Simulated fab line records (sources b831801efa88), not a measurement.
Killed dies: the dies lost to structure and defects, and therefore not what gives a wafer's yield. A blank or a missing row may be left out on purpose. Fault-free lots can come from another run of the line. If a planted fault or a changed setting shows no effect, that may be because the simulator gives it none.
fab line records | flow sky130
[record] lots = 10 wafers = 30 lastDay = 49
route steps=708 shown METAL4@601 CAP2M@604 PAD_OPEN@708
lots untouched by any fault: they come from a run of this same line in which no faults occurred
startH: hours from the record's first day to the start of the lot's first wafer shown | waitH: hours elapsed since this lot's preceding step | " unchanged from the row above | L1.1+2: several wafers, shown together as one row | - no value, or no start given | * or withheld: withheld | < > ~ a bound
route shown NAME@n: a module of which the file shows steps, and the number in the route of the first | usual: average and standard deviation across the fault-free wafers | same: alike in all rows | chamber/n: place in a boat | sites: readings site by site | _std_site: their standard deviation | _edge_site: mean of outer sites minus mean of inner sites | radiusMm: how far each site lies from the wafer's centre | mask NAME#n: copy n | behind: the tool/chamber that last shaped the wafer | hold: what put the lot on hold/how long, in hours/how the hold closed | device: names the non-switching transistor (n, p or np) | end of line: the tests these same wafers got at the end of their route | a step with no rows: only its recipe | killed: not the wafer's yield, but the dies lost to structure and defects at the first sort | map: a wafer's dies, marking killed ones x, the rest . and places with no die _
set.NAME: the run value of the setting; set.NAME@STEP: its run value at that earlier step | model.NAME: the simulator's own value behind a step, which no gauge read
the route's steps for a sample of lots (tables are steps, rows are wafers)
services: when a tool's chamber went out of use (startH, in hours from the record's first day, below 0 if earlier), for how many hours, and the reason
[[steps]]
[step SKY_METAL4_SPUTTER_03]
[recipe] material = Ti targetThkNm = 5 powerW = 3000 timeS = 3.3 chamberPressurePa = 0.4
[usual] chamberPressurePa = 0.3999/0.00084 throttleValvePct = 30.1/0.82
// columns lot.wafer tool chamber startH waitH chamberPressurePa throttleValvePct
L823.1 pvdSputter-01 - 944.30 0.0 0.4002 29.2
L823.5 " - " " 0.3998 28.3
L823.6 " - " " 0.3993 30.8
L826.1 pvdSputter-03 - 990.79 0.0 0.3995 29.6
L826.3 " - " " 0.3995 29.8
L826.6 " - " " 0.4009 30.4
L827.1 pvdSputter-03 - 995.35 0.0 0.3991 30.5
L827.4 " - " " 0.3987 29.3
L827.6 " - " " 0.3994 29.8
L829.2 pvdSputter-04 - 999.88 0.0 0.3993 29.8
L829.5 " - " " 0.3999 30.1
L829.6 " - " " 0.3997 30.1
L828.2 pvdSputter-04 - 1003.10 0.0 0.4006 31.7
L828.3 " - " " 0.4007 29.7
L828.5 " - " " 0.3986 29.8
L830.1 pvdSputter-01 - 1004.09 0.0 0.3992 28.3
L830.2 " - " " 0.4003 29.0
L830.5 " - " " 0.3992 31.0
L831.1 pvdSputter-04 - 1004.60 0.0 0.4009 30.2
L831.3 " - " " 0.3986 31.7
L831.4 " - " " 0.4000 31.5
L832.4 pvdSputter-04 - 1005.56 0.0 0.3999 31.5
L832.5 " - " " 0.3983 29.9
L832.6 " - " " 0.4006 29.8
L834.2 pvdSputter-04 - 1026.55 0.0 0.3990 30.2
L834.3 " - " " 0.3998 30.2
L834.5 " - " " 0.4000 31.4
L837.1 pvdSputter-04 - 1049.55 0.0 0.4004 31.5
L837.2 " - " " 0.3994 29.7
L837.3 " - " " 0.4011 30.0
[step SKY_CAP2M_THK_MEAS_01]
[recipe] reads = SiO2_of_CAP2M_CVD_00
[usual] CAP2M_CVD_00_THK = 15.52/0.22
// columns lot.wafer tool chamber startH waitH CAP2M_CVD_00_THK[nm]
L823.1 filmMetro-02 - 944.38 - 15.38
L823.5 " - " " 15.56
L823.6 " - " " 15.79
L826.1 filmMetro-04 - 990.88 - 15.17
L826.3 " - " " 15.47
L826.6 " - " " 15.55
L827.1 filmMetro-02 - 995.44 - 15.90
L827.4 " - " " 15.65
L827.6 " - " " 15.95
L829.2 filmMetro-04 - 999.98 - 15.45
L829.5 " - " " 15.95
L829.6 " - " " 15.72
L828.2 filmMetro-01 - 1003.21 - 15.29
L828.3 " - " " 15.43
L828.5 " - " " 15.52
L830.1 filmMetro-04 - 1004.18 - 15.16
L830.2 " - " " 15.24
L830.5 " - " " 15.39
L831.1 filmMetro-01 - 1004.69 - 15.12
L831.3 " - " " 15.41
L831.4 " - " " 15.35
L832.4 filmMetro-02 - 1005.68 - 15.48
L832.5 " - " " 15.83
L832.6 " - " " 15.51
L834.2 filmMetro-04 - 1026.66 - 15.82
L834.3 " - " " 15.85
L834.5 " - " " 15.63
L837.1 filmMetro-01 - 1049.64 - 15.36
L837.2 " - " " 15.37
L837.3 " - " " 15.39
[step SKY_CAP2M_SPUTTER_02]
[recipe] material = TiN targetThkNm = 200 tempC = 300 powerW = 6500 timeS = 166.7 chamberPressurePa = 0.4
[usual] chamberPressurePa = 0.4001/0.00082 substrateTempC = 300.05/0.18 throttleValvePct = 29.9/0.9
// columns lot.wafer tool chamber startH waitH chamberPressurePa substrateTempC throttleValvePct
L823.1 pvdSputter-04 - 944.44 0.1 0.3998 300.01 30.0
L823.5 " - " " 0.4002 299.92 29.8
L823.6 " - " " 0.3998 299.91 31.6
L826.1 pvdSputter-02 - 990.94 0.1 0.3995 300.03 28.6
L826.3 " - " " 0.4009 300.04 30.9
L826.6 " - " " 0.4011 300.08 30.0
L827.1 pvdSputter-02 - 995.50 0.1 0.3993 299.85 31.0
L827.4 " - " " 0.3982 299.98 30.0
L827.6 " - " " 0.3992 299.77 29.9
L829.2 pvdSputter-02 - 1000.03 0.0 0.4007 300.34 30.8
L829.5 " - " " 0.4008 300.13 31.0
L829.6 " - " " 0.3996 300.02 29.0
L828.2 pvdSputter-01 - 1003.26 0.0 0.3992 299.86 28.2
L828.3 " - " " 0.3986 300.06 29.3
L828.5 " - " " 0.4001 300.05 30.3
L830.1 pvdSputter-02 - 1004.24 0.1 0.4009 299.96 30.9
L830.2 " - " " 0.4003 299.83 29.8
L830.5 " - " " 0.4002 299.91 29.8
L831.1 pvdSputter-02 - 1004.75 0.1 0.3988 299.97 28.8
L831.3 " - " " 0.4020 299.62 31.0
L831.4 " - " " 0.4006 300.17 29.8
L832.4 pvdSputter-04 - 1005.76 0.1 0.4007 300.15 31.6
L832.5 " - " " 0.3999 300.32 30.2
L832.6 " - " " 0.4004 299.98 30.1
L834.2 pvdSputter-02 - 1026.71 0.0 0.3994 299.81 30.7
L834.3 " - " " 0.3995 300.32 29.4
L834.5 " - " " 0.4017 300.28 29.5
L837.1 pvdSputter-01 - 1049.70 0.1 0.3997 299.78 28.1
L837.2 " - " " 0.4004 299.86 31.0
L837.3 " - " " 0.3992 300.17 29.2
[step SKY_CAP2M_RS_MEAS_03]
[recipe] thkMeasGauge = four-point-probe reads = TiN_of_CAP2M_SPUTTER_02
[usual] CAP2M_TIN_RS = 6.89/0.082
// columns lot.wafer tool chamber startH waitH CAP2M_TIN_RS[ohm/sq]
L823.1 filmMetro-04 - 944.55 0.1 7.02
L823.5 " - " " 6.94
L823.6 " - " " 7.14
L826.1 filmMetro-01 - 991.09 0.1 7.05
L826.3 " - " " 7.02
L826.6 " - " " 6.97
L827.1 filmMetro-01 - 995.61 0.1 6.90
L827.4 " - " " 6.97
L827.6 " - " " 6.95
L829.2 filmMetro-01 - 1000.16 0.1 6.85
L829.5 " - " " 6.91
L829.6 " - " " 6.96
L828.2 filmMetro-02 - 1003.39 0.1 6.81
L828.3 " - " " 6.92
L828.5 " - " " 6.98
L830.1 filmMetro-01 - 1004.35 0.1 4.59
L830.2 " - " " 4.60
L830.5 " - " " 4.60
L831.1 filmMetro-01 - 1004.86 0.1 4.68
L831.3 " - " " 4.65
L831.4 " - " " 4.65
L832.4 filmMetro-02 - 1005.88 0.1 6.81
L832.5 " - " " 6.76
L832.6 " - " " 6.75
L834.2 filmMetro-01 - 1026.84 0.1 4.66
L834.3 " - " " 4.65
L834.5 " - " " 4.64
L837.1 filmMetro-04 - 1049.81 0.1 6.76
L837.2 " - " " 6.91
L837.3 " - " " 6.90
[step SKY_CAP2M_THK_MEAS_04]
[recipe] thkMeasGauge = xrf reads = TiN_of_CAP2M_SPUTTER_02
[usual] CAP2M_TIN_THK = 199.5/2.3
// columns lot.wafer tool chamber startH waitH CAP2M_TIN_THK[nm]
L823.1 filmMetro-04 - 944.67 0.1 195.8
L823.5 " - " " 198.1
L823.6 " - " " 192.9
L826.1 filmMetro-01 - 991.21 0.1 195.3
L826.3 " - " " 197.9
L826.6 " - " " 197.9
L827.1 filmMetro-01 - 995.73 0.1 199.0
L827.4 " - " " 198.0
L827.6 " - " " 197.5
L829.2 filmMetro-01 - 1000.27 0.1 201.1
L829.5 " - " " 199.6
L829.6 " - " " 198.3
L828.2 filmMetro-02 - 1003.50 0.1 202.0
L828.3 " - " " 199.3
L828.5 " - " " 198.0
L830.1 filmMetro-01 - 1004.47 0.1 298.0
L830.2 " - " " 297.4
L830.5 " - " " 295.4
L831.1 filmMetro-01 - 1004.98 0.1 292.7
L831.3 " - " " 295.3
L831.4 " - " " 295.8
L832.4 filmMetro-02 - 1005.97 0.1 201.6
L832.5 " - " " 203.5
L832.6 " - " " 203.5
L834.2 filmMetro-01 - 1026.95 0.1 292.8
L834.3 " - " " 294.9
L834.5 " - " " 293.8
L837.1 filmMetro-04 - 1049.93 0.1 202.7
L837.2 " - " " 199.4
L837.3 " - " " 198.8
[step SKY_CAP2M_OVL_MEAS_12]
[usual] CAP2M_OVL = 0.1/1.5
// columns lot.wafer tool chamber startH waitH CAP2M_OVL[nm]
L823.1 overlay-01 - 968.88 0.1 -3.1
L823.5 " - " " -2.6
L823.6 " - " " -0.9
L826.1 overlay-01 - 1013.39 0.1 -0.3
L826.3 " - " " 3.8
L826.6 " - " " 1.8
L827.1 overlay-01 - 1016.86 0.1 -1.7
L827.4 " - " " -3.0
L827.6 " - " " -1.0
L829.2 overlay-01 - 1023.39 0.1 -0.1
L829.5 " - " " -0.6
L829.6 " - " " -0.9
L828.2 overlay-01 - 1024.95 0.1 1.5
L828.3 " - " " -0.1
L828.5 " - " " 1.8
L830.1 overlay-02 - 1026.41 0.1 -2.0
L830.2 " - " " -1.2
L830.5 " - " " -0.2
L831.1 overlay-01 - 1026.53 0.1 -0.5
L831.3 " - " " -3.3
L831.4 " - " " 0.5
L832.4 overlay-02 - 1027.51 0.1 1.4
L832.5 " - " " 0.8
L832.6 " - " " 2.3
L834.2 overlay-01 - 1048.71 0.1 1.3
L834.3 " - " " 0.4
L834.5 " - " " 0.4
L837.1 overlay-01 - 1070.16 0.1 -0.6
L837.2 " - " " -1.4
L837.3 " - " " 1.2
[step SKY_CAP2M_METAL_ETCH_13]
[recipe] targetDepthNm = 220 stopOn = SiO2 chemistry = Cl2/BCl3 target = TiN pressureMtorr = 10 icpW = 900 biasW = 48.5 Cl2_flow_sccm = 60 bcl3FlowSccm = 30 timeS = 62.9
[usual] drypumpMotorCurrentA = 5.8/0.5 oesProductAu = 0.943/0.0077 throttleValvePct = 21.900/0.01
// columns lot.wafer tool chamber startH waitH drypumpMotorCurrentA oesProductAu rfHoursCounterH throttleValvePct
L823.1 rieMetal-02 0 968.92 0.0 5.5 0.941 12 21.920
L823.5 " 1 " " 6.2 0.935 - 21.899
L823.6 " 0 " " 5.5 0.927 - 21.920
L826.1 rieMetal-04 1 1013.43 0.0 6.2 0.938 4 21.894
L826.3 " 1 " " 6.2 0.939 - 21.911
L826.6 " 1 " " 6.2 0.936 - 21.906
L827.1 rieMetal-02 0 1016.89 0.0 5.5 0.942 14 21.906
L827.4 " 0 " " 5.5 0.943 - 21.896
L827.6 " 1 " " 6.2 0.938 - 21.899
L829.2 rieMetal-04 0 1023.45 0.0 5.1 0.952 - 21.892
L829.5 " 0 " " 5.0 0.943 - 21.893
L829.6 " 0 " " 5.1 0.949 - 21.890
L828.2 rieMetal-03 1 1025.00 0.0 6.0 0.951 - 21.896
L828.3 " 1 " " 6.0 0.937 - 21.911
L828.5 " 1 " " 6.0 0.942 - 21.921
L830.1 rieMetal-04 0 1026.44 0.0 5.1 1.021 19 21.834
L830.2 " 0 " " 5.1 1.012 - 21.861
L830.5 " 0 " " 5.1 1.009 - 21.862
L831.1 rieMetal-02 1 1026.57 0.0 6.2 0.991 7 21.843
L831.3 " 1 " " 6.2 0.994 - 21.887
L831.4 " 0 " " 5.6 0.994 - 21.861
L832.4 rieMetal-04 0 1027.61 0.1 5.1 0.949 - 21.915
L832.5 " 0 " " 5.1 0.949 - 21.895
L832.6 " 0 " " 5.0 0.944 - 21.910
L834.2 rieMetal-02 1 1048.77 0.0 6.2 0.993 - 21.879
L834.3 " 1 " " 6.2 0.990 - 21.851
L834.5 " 1 " " 6.2 0.986 - 21.877
L837.1 rieMetal-02 1 1070.19 0.0 6.2 0.953 10 21.881
L837.2 " 0 " " 5.5 0.941 18 21.897
L837.3 " 1 " " 6.2 0.934 - 21.909
[step SKY_PAD_OPEN_PROBE_99]
[usual] defectLimitedYield = 82.5/1.9 killed_at_M0_to_M3 = 42/6.4 killed_at_M4_up = 2.9/1.7 killedAtContacts = 25/5.2 killedAtFrontEnd = 16/4.4 killedAtOther = 0.4/0.65 killedDies = 86/9.2 killedOnRim = 17/3.9 killedOpen = 47/6.6 killedShort = 39/5.8 sort_bin_3_pad_short = 0.9/0.42 sort_bin_5_function = 10.4/1.5 sort_bin_6_memory = 6.3/1 sortNPass = 406/9.2 sortYieldPct = 82.5/1.9
[same] grossDies = 492 killedAtBackSide = 0 sort_bin_4_leakage[%] = 0 sort_bin_8_speed[%] = 0
// columns lot.wafer tool chamber startH waitH defectLimitedYield[%] killed_at_M0_to_M3 killed_at_M4_up killedAtContacts killedAtFrontEnd killedAtOther killedDies killedOnRim killedOpen killedShort sort_bin_3_pad_short[%] sort_bin_5_function[%] sort_bin_6_memory[%] sortNPass sortYieldPct[%]
L823.1 prober-02 - 1082.96 0.1 81.3 48 6 20 18 0 92 9 53 39 0.6 12.4 5.7 400 81.3
L823.5 prober-02 - 1083.16 0.2 80.9 50 2 19 23 0 94 16 52 40 0.8 13.4 4.9 398 80.9
L823.6 prober-02 - 1083.21 0.2 82.1 34 5 26 23 0 88 15 43 45 1.0 10.0 6.9 404 82.1
L829.2 prober-02 - 1137.01 0.1 86.4 34 1 11 19 2 67 9 35 31 1.2 8.1 4.3 425 86.4
L829.5 prober-02 - 1137.16 0.2 81.3 44 3 31 13 1 92 18 56 36 0.2 11.2 7.3 400 81.3
L829.6 prober-02 - 1137.21 0.2 81.3 43 0 29 20 0 92 16 55 36 1.2 11.6 5.9 400 81.3
L828.2 prober-01 - 1140.99 0.1 82.3 40 5 26 16 0 87 19 47 40 0.2 11.8 5.7 405 82.3
L828.3 prober-01 - 1141.04 0.2 83.7 43 3 20 14 0 80 12 39 41 1.2 10.0 5.1 412 83.7
L828.5 prober-01 - 1141.14 0.2 83.3 40 4 21 16 1 82 10 40 42 1.0 8.9 6.7 410 83.3
L830.1 prober-02 - 1141.04 0.1 0 43 4 26 10 409 492 96 47 35 83.7 9.6 6.7 0 0
L830.2 prober-02 - 1141.09 0.1 0 38 1 28 18 407 492 96 47 38 83.1 10.2 6.7 0 0
L830.5 prober-02 - 1141.24 0.2 0 39 2 26 14 411 492 96 39 42 83.9 9.3 6.7 0 0
L831.1 prober-01 - 1142.44 0.1 0 51 5 26 21 389 492 96 58 47 79.7 12.0 8.3 0 0
L831.3 prober-01 - 1142.54 0.2 0 39 7 23 13 410 492 96 46 36 84.3 10.4 5.3 0 0
L831.4 prober-01 - 1142.59 0.2 0 37 5 23 13 414 492 96 40 38 85.2 10.0 4.9 0 0
L832.4 prober-02 - 1142.59 0.2 83.9 38 3 25 12 1 79 16 43 36 0.4 9.1 6.5 413 83.9
L832.5 prober-02 - 1142.64 0.2 83.9 43 4 18 13 1 79 15 46 33 0.6 10.4 5.1 413 83.9
L832.6 prober-02 - 1142.69 0.2 82.3 49 1 28 7 2 87 15 53 34 0.6 11.6 5.5 405 82.3
L834.2 prober-02 - 1155.93 0.1 0 38 2 20 14 418 492 96 44 30 85.8 8.1 6.1 0 0
L834.3 prober-02 - 1155.98 0.2 0 29 5 21 12 425 492 96 35 32 86.8 8.7 4.5 0 0
L834.5 prober-02 - 1156.08 0.2 0 50 7 21 15 399 492 96 57 35 81.3 13.6 5.1 0 0
L837.1 prober-02 - 1173.66 0.1 81.7 43 2 33 12 0 90 20 54 36 0.2 11.6 6.5 402 81.7
L837.2 prober-02 - 1173.71 0.1 81.7 35 1 29 24 1 90 18 56 34 0.4 13.2 4.7 402 81.7
L837.3 prober-02 - 1173.76 0.2 81.5 36 1 33 20 1 91 25 54 37 1.6 9.8 7.1 401 81.5
// killed by level:class
L823.1 VIA1:geometricParticle:open=12 VIA3:geometricParticle:open=8 CONTACT:geometricParticle:open=7 POLY_GATE:geometricParticle:short=5 VIA2:geometricParticle:open=5 LI_CONTACT:geometricParticle:open=5 VIA2:geometricParticle:short=5 LI_CONTACT:geometricParticle:short=4
L823.5 VIA3:geometricParticle:open=10 VIA1:geometricParticle:open=9 CONTACT:geometricParticle:open=8 VIA2:geometricParticle:open=6 VIA3:geometricParticle:short=6 VIA1:geometricParticle:short=5 FIELD_ISO:geometricParticle:short=4 POLY_GATE:geometricParticle:open=4
L823.6 CONTACT:geometricParticle:open=10 FIELD_ISO:geometricParticle:open=8 CONTACT:geometricParticle:short=8 VIA1:geometricParticle:open=7 FIELD_ISO:geometricParticle:short=5 POLY_GATE:geometricParticle:short=5 METAL1:geometricParticle:short=5 LI_CONTACT:geometricParticle:open=5
L829.2 VIA2:geometricParticle:open=9 VIA1:geometricParticle:open=7 FIELD_ISO:geometricParticle:open=5 FIELD_ISO:geometricParticle:short=4 LI_CONTACT:geometricParticle:open=4 VIA1:geometricParticle:short=4 METAL2:geometricParticle:short=4 POLY_GATE:geometricParticle:open=3
L829.5 CONTACT:geometricParticle:open=15 VIA1:geometricParticle:open=9 LI_CONTACT:geometricParticle:open=8 VIA2:geometricParticle:open=8 METAL2:geometricParticle:short=6 VIA3:geometricParticle:open=5 POLY_GATE:geometricParticle:short=4 POLY_GATE:geometricParticle:open=4
L829.6 VIA1:geometricParticle:open=17 LOCAL_INTERCONNECT:geometricParticle:short=9 CONTACT:geometricParticle:open=8 VIA2:geometricParticle:open=5 FIELD_ISO:geometricParticle:short=4 POLY_GATE:geometricParticle:short=4 POLY_GATE:geometricParticle:open=4 LI_CONTACT:geometricParticle:open=4
L828.2 CONTACT:geometricParticle:short=11 VIA1:geometricParticle:open=11 VIA3:geometricParticle:open=7 LI_CONTACT:geometricParticle:open=6 CONTACT:geometricParticle:open=5 VIA3:geometricParticle:short=5 FIELD_ISO:geometricParticle:short=4 FIELD_ISO:geometricParticle:open=4
L830.1 CAP2M:areaEtch=409 CONTACT:geometricParticle:open=9 VIA2:geometricParticle:open=8 LI_CONTACT:geometricParticle:open=7 METAL1:geometricParticle:short=6 VIA1:geometricParticle:open=5 METAL3:geometricParticle:short=5 VIA3:geometricParticle:open=5
L828.3 VIA1:geometricParticle:open=9 METAL1:geometricParticle:short=6 CONTACT:geometricParticle:open=6 VIA2:geometricParticle:open=6 LOCAL_INTERCONNECT:geometricParticle:short=5 METAL2:geometricParticle:short=5 POLY_GATE:geometricParticle:open=4 LI_CONTACT:geometricParticle:open=4
L830.2 CAP2M:areaEtch=407 FIELD_ISO:geometricParticle:short=8 LI_CONTACT:geometricParticle:open=8 CONTACT:geometricParticle:open=7 VIA3:geometricParticle:open=7 VIA1:geometricParticle:open=6 FIELD_ISO:geometricParticle:open=5 CONTACT:geometricParticle:short=5
L828.5 VIA1:geometricParticle:open=12 CONTACT:geometricParticle:open=8 VIA1:geometricParticle:short=7 CONTACT:geometricParticle:short=5 VIA2:geometricParticle:open=5 METAL2:geometricParticle:short=5 FIELD_ISO:geometricParticle:open=4 POLY_GATE:geometricParticle:short=4
L830.5 CAP2M:areaEtch=410 CONTACT:geometricParticle:open=13 METAL1:geometricParticle:short=7 LI_CONTACT:geometricParticle:open=6 METAL2:geometricParticle:short=6 POLY_GATE:geometricParticle:short=5 VIA2:geometricParticle:open=5 VIA3:geometricParticle:open=5
L831.1 CAP2M:areaEtch=387 VIA1:geometricParticle:open=15 CONTACT:geometricParticle:short=10 VIA3:geometricParticle:open=10 FIELD_ISO:geometricParticle:open=7 CONTACT:geometricParticle:open=7 VIA1:geometricParticle:short=6 LI_CONTACT:geometricParticle:open=5
L831.3 CAP2M:areaEtch=410 CONTACT:geometricParticle:open=11 VIA2:geometricParticle:open=10 VIA1:geometricParticle:open=10 METAL4:geometricParticle:short=6 CONTACT:geometricParticle:short=5 VIA3:geometricParticle:open=5 POLY_GATE:geometricParticle:short=4
L831.4 CAP2M:areaEtch=414 CONTACT:geometricParticle:open=13 METAL2:geometricParticle:short=8 VIA2:geometricParticle:short=6 VIA1:geometricParticle:open=6 FIELD_ISO:geometricParticle:open=4 LI_CONTACT:geometricParticle:open=4 VIA1:geometricParticle:short=4
L832.4 CONTACT:geometricParticle:open=10 VIA1:geometricParticle:open=8 VIA3:geometricParticle:open=7 METAL1:geometricParticle:short=6 METAL2:geometricParticle:short=6 POLY_GATE:geometricParticle:open=5 LOCAL_INTERCONNECT:geometricParticle:short=5 LI_CONTACT:geometricParticle:open=4
L832.5 VIA1:geometricParticle:open=11 VIA3:geometricParticle:open=8 CONTACT:geometricParticle:open=7 LI_CONTACT:geometricParticle:open=6 FIELD_ISO:geometricParticle:short=5 VIA1:geometricParticle:short=5 METAL1:geometricParticle:short=5 FIELD_ISO:geometricParticle:open=4
L832.6 VIA1:geometricParticle:open=10 CONTACT:geometricParticle:open=9 LI_CONTACT:geometricParticle:open=8 VIA2:geometricParticle:open=8 VIA3:geometricParticle:open=8 METAL2:geometricParticle:short=5 METAL1:geometricParticle:short=4 VIA2:geometricParticle:short=4
L834.2 CAP2M:areaEtch=418 CONTACT:geometricParticle:open=8 VIA1:geometricParticle:open=8 VIA2:geometricParticle:open=8 VIA3:geometricParticle:open=6 LI_CONTACT:geometricParticle:open=5 METAL2:geometricParticle:short=5 FIELD_ISO:geometricParticle:short=4
L834.3 CAP2M:areaEtch=425 CONTACT:geometricParticle:open=11 METAL4:geometricParticle:short=5 VIA3:geometricParticle:open=5 LI_CONTACT:geometricParticle:open=4 VIA3:geometricParticle:short=4 LOCAL_INTERCONNECT:geometricParticle:short=3 METAL1:geometricParticle:open=3
L834.5 CAP2M:areaEtch=399 CONTACT:geometricParticle:open=10 VIA1:geometricParticle:open=10 VIA2:geometricParticle:open=9 VIA3:geometricParticle:open=8 METAL1:geometricParticle:short=6 FIELD_ISO:geometricParticle:open=5 POLY_GATE:geometricParticle:open=5
L837.1 VIA2:geometricParticle:open=11 LI_CONTACT:geometricParticle:open=9 VIA1:geometricParticle:open=9 LOCAL_INTERCONNECT:geometricParticle:short=7 CONTACT:geometricParticle:open=7 VIA3:geometricParticle:open=5 CONTACT:geometricParticle:short=5 POLY_GATE:geometricParticle:open=4
L837.2 VIA1:geometricParticle:open=14 CONTACT:geometricParticle:open=10 LOCAL_INTERCONNECT:geometricParticle:open=6 FIELD_ISO:geometricParticle:open=5 POLY_GATE:geometricParticle:short=5 POLY_GATE:geometricParticle:open=5 METAL2:geometricParticle:short=5 VIA3:geometricParticle:open=5
L837.3 CONTACT:geometricParticle:open=13 VIA1:geometricParticle:open=9 VIA3:geometricParticle:open=8 LI_CONTACT:geometricParticle:open=6 CONTACT:geometricParticle:short=6 FIELD_ISO:geometricParticle:open=5 FIELD_ISO:geometricParticle:short=4 LOCAL_INTERCONNECT:geometricParticle:short=4
[[services]]
// columns tool chamber startH hours kind
pvdSputter-03 - 943.85 3.7 repair
pvdSputter-02 1 950.86 - consumableReplace:kit
pvdSputter-02 1 950.86 18.0 scheduledDown
pvdSputter-02 1 950.86 18.0 ventCycle
pvdSputter-03 0 958.13 - consumableReplace:kit
pvdSputter-03 0 958.13 18.0 scheduledDown
pvdSputter-03 0 958.13 18.0 ventCycle
pvdSputter-02 - 962.07 5.5 repair
rieMetal-02 0 964.38 4.0 repair
pvdSputter-01 - 978.72 24.4 repair
pvdSputter-04 - 990.78 3.9 repair
pvdSputter-04 1 997.24 - consumableReplace:kit
pvdSputter-04 1 997.24 18.0 scheduledDown
pvdSputter-04 1 997.24 18.0 ventCycle
pvdSputter-01 3 1004.16 - consumableReplace:kit
pvdSputter-01 3 1004.16 18.0 scheduledDown
pvdSputter-01 3 1004.16 18.0 ventCycle
rieMetal-04 1 1017.03 24.3 repair
rieMetal-03 0 1019.29 14.3 repair
rieMetal-03 1 1039.80 2.1 repair
rieMetal-02 0 1046.01 8.6 repair
[[key]]
[firstSign] step = SKY_CAP2M_RS_MEAS_03 reading = CAP2M_TIN_RS direction = down sigmas = 27 usual = 6.89 struck = 4.63
[effect] step = SKY_CAP2M_THK_MEAS_04 reading = CAP2M_TIN_THK direction = up sigmas = 42 usual = 199.5 struck = 295.1
[effect] step = SKY_CAP2M_METAL_ETCH_13 reading = oesProductAu direction = up sigmas = 7.3 usual = 0.943 struck = 0.999
[effect] step = SKY_PAD_OPEN_PROBE_99 reading = killedAtOther direction = up sigmas = 99+ usual = 0.4 struck = 409.1
[moreKillsBornAt] SKY_CAP2M_METAL_ETCH_13@rieMetal-02 = 2453 SKY_CAP2M_METAL_ETCH_13@rieMetal-04 = 1226
metAt SKY_CAP2M_SPUTTER_02
struckLots L830,L831,L834
laterRowsLeftOut L830.1,L830.2,L830.5,L831.1,L831.3,L831.4,L834.2,L834.3,L834.5
notActingAt SKY_METAL4_SPUTTER_03,SKY_CAP2M_THK_MEAS_01,SKY_CAP2M_OVL_MEAS_12
onsetBetween 1000.03 1004.24
[fault] kind = processParameterDrift tool = pvdSputter-02 chamber = - onsetH = 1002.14 steps = SKY_CAP2M_SPUTTER_02 channel = targetThkNm offset = 96.088 shape = step endH = 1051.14 actsIn = theseRecipesOnly stated = 200
// laterRowsLeftOut: the simulator's readings of these wafers behind a module that went badly wrong aren't trusted and aren't shown, but for the sort
